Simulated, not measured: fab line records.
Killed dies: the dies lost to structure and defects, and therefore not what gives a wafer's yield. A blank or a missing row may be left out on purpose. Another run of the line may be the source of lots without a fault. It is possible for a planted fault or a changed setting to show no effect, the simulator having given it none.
Comparing a struck lot with a sound one / flow sky130 / 31 out of 708 route steps
Sound: wafers L344.2, L344.4, L344.5. Wafers struck: L351.1, L351.2, L351.6. The cause comes at the end.
Per side, at each step with rows, come the tool, then ch with its chambers, and then its first start. Under that, the readings that differ: sound wafers / struck wafers / difference of the means / sigmas: that difference in standard deviations of wafers without a fault.
alike: readings with means less than 2 such deviations apart, plus words and numbers identical on both sides. not compared: withheld readings, readings lacking a value on some wafer, bounds such as >300 that could conceal the same value, and numbers that have no deviation in the record and whose values overlap.
Wherever a step has rows on one side only, a row that says differs or no value, or a row with sigmas, the two part there. Numbers that don't overlap but have no deviation are shown without sigmas and don't part them. A reading missing from all wafers of one side parts the sides only when that side holds two or more wafers.

first, 1 step without rows for these wafers: SKY_PWDE_IMPLANT_08.
SKY_PWDE_STRIP_09: strips in O2/N2.
  sound on plasma_asher-03 ch 1, day 4 23:20; struck on plasma_asher-03 ch 0,1, day 7 06:47
  alike: chamber_pressure_mTorr, drypump_motor_current_A, n2_flow_sccm, oes_product_au, strip_time_to_endpoint_s
  not compared: rf_hours_counter_h
SKY_PWDE_TW_MEAS_10:
  struck on film_metro-02, day 7 06:53; sound on film_metro-02, day 4 23:27
  alike: PWDE_TW
then, 7 steps without rows for these wafers: SKY_NWELL_DEHYDRATE_03 (time 60 s); SKY_NWELL_HMDS_04 (prime time 60 s); SKY_NWELL_COAT_05 (resist thk 3000 nm); SKY_NWELL_SOFTBAKE_06; SKY_NWELL_EXPOSE_07 (exposes mask NWM, target cd 840 nm); SKY_NWELL_PEB_08; SKY_NWELL_DEVELOP_09 (develop time 60 s).
SKY_NWELL_OVL_MEAS_10:
  struck on overlay-01, day 8 03:13; sound on overlay-02, day 5 15:55
  alike: NWELL_00_OVL
following that, these wafers have no rows for 1 step: SKY_NWELL_IMPLANT_11.
SKY_NWELL_IMPLANT_12:
  sound on implanter-01 ch 0, day 5 16:07; struck on implanter-01 ch 0, day 8 03:50
following that, these wafers have no rows for 1 step: SKY_NWELL_IMPLANT_13.
SKY_NWELL_STRIP_14: strips in O2/N2.
  sound on plasma_asher-03 ch 0,1, day 5 16:23; struck on plasma_asher-03 ch 0,1, day 8 04:13
  alike: chamber_pressure_mTorr, drypump_motor_current_A, n2_flow_sccm, oes_product_au, strip_time_to_endpoint_s
  not compared: rf_hours_counter_h
SKY_NWELL_TW_MEAS_15:
  struck on film_metro-02, day 8 04:19; sound on film_metro-03, day 5 16:30
  alike: NWELL_TW
then, 7 steps without rows for these wafers: SKY_NWELL_DEHYDRATE_16 (time 60 s); SKY_NWELL_HMDS_17 (prime time 60 s); SKY_NWELL_COAT_18 (resist thk 3000 nm); SKY_NWELL_SOFTBAKE_19; SKY_NWELL_EXPOSE_20 (exposes mask NWM COMPLEMENT, target cd 840 nm); SKY_NWELL_PEB_21; SKY_NWELL_DEVELOP_22 (develop time 60 s).
SKY_NWELL_OVL_MEAS_23:
  struck on overlay-02, day 8 23:01; sound on overlay-02, day 6 11:05
  alike: NWELL_01_OVL
following that, these wafers have no rows for 1 step: SKY_NWELL_IMPLANT_24.
SKY_NWELL_STRIP_25: strips in O2/N2.
  sound on plasma_asher-02 ch 0,1, day 6 11:16; struck on plasma_asher-03 ch 0,1, day 8 23:11
reading=drypump_motor_current_A (A); sound=5.7 4.7 4.7; struck=5.9 6.2 5.9; difference=+1.0; sigmas=+2
  alike: chamber_pressure_mTorr, n2_flow_sccm, oes_product_au, strip_time_to_endpoint_s
  not compared: rf_hours_counter_h
SKY_NWELL_TW_MEAS_26:
  struck on film_metro-01, day 8 23:17; sound on film_metro-02, day 6 11:22
  alike: NWELL_2_TW
then, 1 step without rows for these wafers: SKY_NWELL_CLEAN_27 (cleans in SC1/SC2, time 150 s).
SKY_NWELL_RTA_28: time 30 s.
  sound on rtp_anneal-01 ch 0, day 6 11:29; struck on rtp_anneal-02 ch 0, day 8 23:24
  alike: lamp_power_pct, wafer_temp_C_max
SKY_NWELL_RS_MEAS_29: measures by four-point-probe.
  struck on film_metro-03, day 8 23:30; sound on film_metro-03, day 6 11:35
reading=NWELL_RS (ohm/sq); sound=623.5 624.5 624.3; struck=595.8 595.1 595.4; difference=-28.7; sigmas=-17
-- the record jumps here: 40 days lie between the struck wafers' starts before and after (it left off in module NWELL and takes up again in module PAD_OPEN, whose first step shown is number 708 of the route) --
SKY_PAD_OPEN_PROBE_99:
  struck on prober-01, day 49 04:40; sound on prober-02, day 46 18:10
reading=model.etest.nfet_16v.r_on_ohm_um; sound=1.395e+04 1.403e+04 1.399e+04; struck=1.327e+04 1.329e+04 1.32e+04; difference=-7.367e+02; sigmas=
reading=model.etest.pfet_g5v0d10v5.r_on_ohm_um; sound=4843 4838 4822; struck=5187 5168 5117; difference=+323; sigmas=
reading=model.etest.tip_p.rs_ohm_sq; sound=7132 7083 7073; struck=7240 7150 7179; difference=+94; sigmas=
reading=model.etest.tip_p_5v.rs_ohm_sq; sound=2846 2842 2853; struck=3064 3042 3062; difference=+209; sigmas=
reading=model.etest.pfet_g5v0d10v5.drive_ua_um; sound=334.4 334.5 335.6; struck=308.3 301.6 310.6; difference=-28.0; sigmas=
reading=model.etest.pfet_01v8_lvt.drive_ua_um; sound=170.3 169.2 173.4; struck=149.4 147.9 149.9; difference=-21.9; sigmas=
  alike: killed_at_M0_to_M3, killed_at_M4_up, killed_at_contacts, killed_at_front_end, killed_at_other, killed_dies, killed_open, killed_short
  not compared: model.etest.pfet_16v.r_on_ohm_um, model.etest.pfet_01v8.r_on_ohm_um

== WHERE THEY PART ==
Last at SKY_NWELL_RS_MEAS_29 as far as this record goes, first at SKY_NWELL_STRIP_25. Later steps at which nothing parts them and some readings are alike: SKY_PAD_OPEN_PROBE_99.

WHY: what the simulator had put in
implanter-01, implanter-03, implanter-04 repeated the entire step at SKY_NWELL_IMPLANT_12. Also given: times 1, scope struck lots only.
